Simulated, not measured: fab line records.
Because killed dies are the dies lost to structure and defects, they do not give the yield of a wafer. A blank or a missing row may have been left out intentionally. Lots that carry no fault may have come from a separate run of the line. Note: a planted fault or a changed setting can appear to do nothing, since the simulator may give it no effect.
2 desks looking at one fault ; flow sky130 ; each desk has only its own numbers; what lay behind them comes last

## AT THE METROLOGY DESK
What the gauges read, lot by lot, whatever tool the lot ran on: means of the sampled wafers that have a number. Marked OUT: a lot whose mean sits more than 4 standard deviations from the usual mean, which makes it out of limits; the brackets give that distance.
Columns: A = VIA4_OVL at SKY_VIA4_OVL_MEAS_11, usual 0.3 nm; B = VIA4_W_RS at SKY_VIA4_RS_MEAS_19, usual 0.227 ohm/sq; C = VIA4_W_THK at SKY_VIA4_THK_MEAS_20, usual 510 nm
lot;first seen here;A;B;C
L399;day 44 11:36;0.9;0.223;515
L402;day 44 14:04;0.3;0.229;503
L407;day 45 07:29;-0.6;0.227;503
L409;day 45 20:44;0.3;0.225;513
L418;day 47 21:40;0.3;0.230;502
L421;day 48 15:30;0.8;0.227;507
This desk's verdict: no lot among the 6 shows anything out of limits.

## DESK OF THE TOOL OWNER: pvdSputter-01
The tool's own readings at SKY_METAL5_SPUTTER_00 (material Ti, target thk 15 nm, time 10 s): means of the sampled wafers that have a number, for each lot that ran on this tool. Marked OUT: a lot whose mean sits more than 4 standard deviations from the usual mean, which makes it out of limits; the brackets give that distance.
Columns: A = cathodeDcPowerW at SKY_METAL5_SPUTTER_00, usual 3000.0 W; B = throttleValvePct at SKY_METAL5_SPUTTER_00, usual 30.2 %
lot;first seen here;A;B
L402;day 44 15:27;3000.6;30.6
L407;day 45 08:53;3215.9 (+99 or more) OUT;30.6
L409;day 45 22:29;3216.8 (+99 or more) OUT;30.7
This desk's finding: out of limits on L407, L409; first on L407, day 45 08:53 (cathodeDcPowerW at SKY_METAL5_SPUTTER_00). In limits: L402.

## TAKEN TOGETHER
An alarm could have come from the tool owner's desk at day 45 08:53, on L407, L409.
The metrology desk saw nothing out of limits.
The metrology desk holds a record of L407, L409, inside its limits.
The lots listed all ran SKY_METAL5_SPUTTER_00 on pvdSputter-01.

## WHAT THE SIMULATOR HAD INSERTED
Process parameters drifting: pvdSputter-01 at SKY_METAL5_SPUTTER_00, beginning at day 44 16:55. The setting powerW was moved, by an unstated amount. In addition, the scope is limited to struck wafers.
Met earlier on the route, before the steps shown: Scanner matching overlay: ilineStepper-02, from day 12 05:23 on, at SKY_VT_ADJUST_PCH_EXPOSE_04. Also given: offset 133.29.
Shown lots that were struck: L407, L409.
Delay in hours, fault start to first out-of-limits reading, by desk: the tool owner's desk at 16.
